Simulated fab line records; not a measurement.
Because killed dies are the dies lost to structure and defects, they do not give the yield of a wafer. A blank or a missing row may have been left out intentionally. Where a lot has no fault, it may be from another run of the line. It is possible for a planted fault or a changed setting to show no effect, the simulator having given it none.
Which tool was responsible? ; flow sky130 ; Sampling: 14 lots, 42 wafers, 4 of 708 route steps

WHAT EACH GAUGE READ, for each wafer
Not one reading of a measure or inspect step in the record can be checked against a usual standard deviation.

WHICH TOOL RAN EACH LOT (tool, then ch and the chambers of the sampled wafers, then the start)
lot;SKY_PWDE_EXPOSE_04;SKY_CONTACT_STRIP_19;SKY_METAL1_SPUTTER_01;SKY_METAL1_STRIP_20
L461;iline_stepper-01 ch 0, day 3 13:02;plasma_asher-01 ch 0,1, day 31 10:34;pvd_sputter-01, day 31 11:50;plasma_asher-03 ch 0,1, day 32 15:50
L462;iline_stepper-02 ch 0, day 3 21:01;plasma_asher-02 ch 0,1, day 32 03:10;pvd_sputter-02, day 32 04:25;plasma_asher-03 ch 0,1, day 33 07:55
L464;iline_stepper-02, day 4 05:04;plasma_asher-01 ch 0,1, day 33 11:13;pvd_sputter-02, day 33 12:31;plasma_asher-04 ch 0,1, day 34 15:49
L465;iline_stepper-01, day 4 10:03;plasma_asher-03 ch 0,1, day 33 11:35;pvd_sputter-04, day 33 12:55;plasma_asher-03 ch 0,1, day 34 16:17
L466;iline_stepper-01 ch 0, day 4 17:31;plasma_asher-03 ch 0,1, day 33 08:46;pvd_sputter-02, day 33 10:05;plasma_asher-04 ch 0,1, day 34 13:48
L471;iline_stepper-01 ch 0, day 5 20:29;plasma_asher-03 ch 0,1, day 34 23:16;pvd_sputter-01, day 35 00:32;plasma_asher-03 ch 0,1, day 36 03:30
L474;iline_stepper-02 ch 0, day 6 11:57;plasma_asher-03 ch 0,1, day 35 22:22;pvd_sputter-01, day 35 23:38;plasma_asher-04 ch 0,1, day 37 02:22
L475;iline_stepper-02 ch 0, day 6 17:46;plasma_asher-02 ch 1, day 36 01:40;pvd_sputter-02, day 36 02:56;plasma_asher-04 ch 0,1, day 37 05:24
L478;iline_stepper-02 ch 0, day 7 11:59;plasma_asher-03 ch 0,1, day 37 05:46;pvd_sputter-01, day 37 07:02;plasma_asher-01 ch 0,1, day 38 10:13
L479;iline_stepper-02 ch 0, day 7 15:25;plasma_asher-01 ch 0,1, day 37 04:43;pvd_sputter-02, day 37 06:01;plasma_asher-04 ch 0,1, day 38 08:40
L480;iline_stepper-02 ch 0, day 7 18:39;plasma_asher-03 ch 1, day 37 09:52;pvd_sputter-04, day 37 11:10;plasma_asher-01 ch 0,1, day 38 13:52
L481;iline_stepper-02 ch 0, day 8 07:18;plasma_asher-01 ch 0,1, day 38 03:55;pvd_sputter-04, day 38 05:11;plasma_asher-04 ch 0,1, day 39 07:12
L482;iline_stepper-01 ch 0, day 8 13:31;plasma_asher-02 ch 0,1, day 38 14:07;pvd_sputter-01, day 38 15:23;plasma_asher-01 ch 0,1, day 39 16:49
L483;iline_stepper-02 ch 0, day 8 18:33;plasma_asher-03 ch 0,1, day 38 18:49;pvd_sputter-02, day 38 20:06;plasma_asher-03 ch 0,1, day 39 21:01
- SKY_PWDE_EXPOSE_04: exposes mask PWDEM, target cd 840 nm.
- SKY_CONTACT_STRIP_19: strips in O2/N2.
- SKY_METAL1_SPUTTER_01: material TiN, target thk 20 nm, time 16.7 s.
- SKY_METAL1_STRIP_20: strips in O2/N2.

AS READ BY THE TOOLS THEMSELVES (means over the sampled wafers that have a number; for cases with no such wafer, the mark the record gives instead)
SKY_PWDE_EXPOSE_04. Usual: exposure_dose_mJ_cm2 214.01, standard deviation 0.2; focus_offset_nm -0.1 nm, standard deviation 0.55.
lot;tool;exposure_dose_mJ_cm2;focus_offset_nm (nm);flag
L461;iline_stepper-01;214.06;0.4;
L462;iline_stepper-02;214.18;-0.4;
L464;iline_stepper-02;-;-;OFF
L465;iline_stepper-01;-;-;OFF
L466;iline_stepper-01;213.89;0.1;
L471;iline_stepper-01;214.06;-0.2;
L474;iline_stepper-02;214.00;-0.3;
L475;iline_stepper-02;214.22;-0.1;
L478;iline_stepper-02;213.89;-0.6;
L479;iline_stepper-02;213.97;0.0;
L480;iline_stepper-02;214.23;-0.3;
L481;iline_stepper-02;214.04;-0.7;
L482;iline_stepper-01;213.93;-0.5;
L483;iline_stepper-02;214.06;0.2;

SKY_CONTACT_STRIP_19. Usual: chamber_pressure_mTorr 1500.0 mTorr, standard deviation 1.3; drypump_motor_current_A 5.4 A, standard deviation 0.4; oes_product_au 0.380 a.u., standard deviation 0.0045; strip_time_to_endpoint_s 3.613 s, standard deviation 0.029.
lot;tool;chamber_pressure_mTorr (mTorr);drypump_motor_current_A (A);oes_product_au (a.u.);strip_time_to_endpoint_s (s);flag
L461;plasma_asher-01;1500.4;5.0;0.385;3.580;
L462;plasma_asher-02;1498.4;5.8;0.378;3.582;
L464;plasma_asher-01;1499.4;5.1;0.379;3.614;
L465;plasma_asher-03;1499.8;5.4;0.371;3.584;
L466;plasma_asher-03;1499.9;5.4;0.378;3.621;
L471;plasma_asher-03;1500.2;5.4;0.384;3.623;
L474;plasma_asher-03;1500.3;5.4;0.380;3.613;
L475;plasma_asher-02;1499.9;5.6;0.379;3.615;
L478;plasma_asher-03;1500.1;5.4;0.379;3.621;
L479;plasma_asher-01;1500.2;5.1;0.380;3.606;
L480;plasma_asher-03;1499.0;5.3;0.375;3.618;
L481;plasma_asher-01;1499.7;5.0;0.377;3.615;
L482;plasma_asher-02;1500.0;5.8;0.378;3.639;
L483;plasma_asher-03;1499.4;5.5;0.379;3.594;

SKY_METAL1_SPUTTER_01. Usual: chamber_pressure_pa 0.4000 Pa, standard deviation 0.00088; throttle_valve_pct 30.3 %, standard deviation 1.2.
lot;tool;chamber_pressure_pa (Pa);throttle_valve_pct (%);flag
L461;pvd_sputter-01;0.3999;29.2;
L462;pvd_sputter-02;0.3992;31.0;
L464;pvd_sputter-02;0.3999;30.5;
L465;pvd_sputter-04;0.4002;29.6;
L466;pvd_sputter-02;0.4005;31.4;
L471;pvd_sputter-01;0.3994;30.1;
L474;pvd_sputter-01;0.3995;30.8;
L475;pvd_sputter-02;0.3990;31.7;
L478;pvd_sputter-01;0.3998;30.7;
L479;pvd_sputter-02;0.4000;30.9;
L480;pvd_sputter-04;0.4001;29.1;
L481;pvd_sputter-04;0.3999;29.1;
L482;pvd_sputter-01;0.4009;29.7;
L483;pvd_sputter-02;0.4003;31.0;

SKY_METAL1_STRIP_20. Usual: chamber_pressure_mTorr 1500.0 mTorr, standard deviation 1.4; drypump_motor_current_A 5.3 A, standard deviation 0.42; oes_product_au 0.342 a.u., standard deviation 0.0045; strip_time_to_endpoint_s 2.690 s, standard deviation 0.029.
lot;tool;chamber_pressure_mTorr (mTorr);drypump_motor_current_A (A);oes_product_au (a.u.);strip_time_to_endpoint_s (s);flag
L461;plasma_asher-03;1500.1;5.4;0.345;2.711;
L462;plasma_asher-03;1500.8;5.4;0.337;2.639;
L464;plasma_asher-04;1499.6;5.5;0.342;2.688;
L465;plasma_asher-03;1501.3;5.4;0.343;2.668;
L466;plasma_asher-04;1500.8;5.5;0.341;2.694;
L471;plasma_asher-03;1499.4;5.4;0.343;2.680;
L474;plasma_asher-04;1499.5;5.1;0.342;2.681;
L475;plasma_asher-04;1500.7;5.1;0.338;2.695;
L478;plasma_asher-01;1500.4;5.0;0.342;2.682;
L479;plasma_asher-04;1498.6;5.5;0.342;2.681;
L480;plasma_asher-01;1499.5;5.1;0.343;2.729;
L481;plasma_asher-04;1500.5;5.1;0.341;2.669;
L482;plasma_asher-01;1499.7;5.0;0.342;2.695;
L483;plasma_asher-03;1501.4;5.5;0.343;2.710;

THE ANSWER, worked out from the rows above alone
Rule: take the mean of a lot's wafers that have a number; if it is more than 3 standard deviations from the usual mean, the lot is off. Also off: a lot with no number at a reading for which 4 or more lots have one. All remaining lots with rows at the step are treated as sound. First the gauges in route order, then the tools' own readings, where a lot's mean is used as printed above. The first step at which some lot is off is used, and at that step the reading that is off furthest; a lot without a number counts as furthest.
Off: L464, L465, at SKY_PWDE_EXPOSE_04 (exposure_dose_mJ_cm2). Without a number there: L464, L465.
A tool fits if, at that step or a process step before it, it ran every lot that is off, and no sound lot after the first of them. No candidate that was tried fits.

WHAT THE SIMULATOR HAD PUT IN
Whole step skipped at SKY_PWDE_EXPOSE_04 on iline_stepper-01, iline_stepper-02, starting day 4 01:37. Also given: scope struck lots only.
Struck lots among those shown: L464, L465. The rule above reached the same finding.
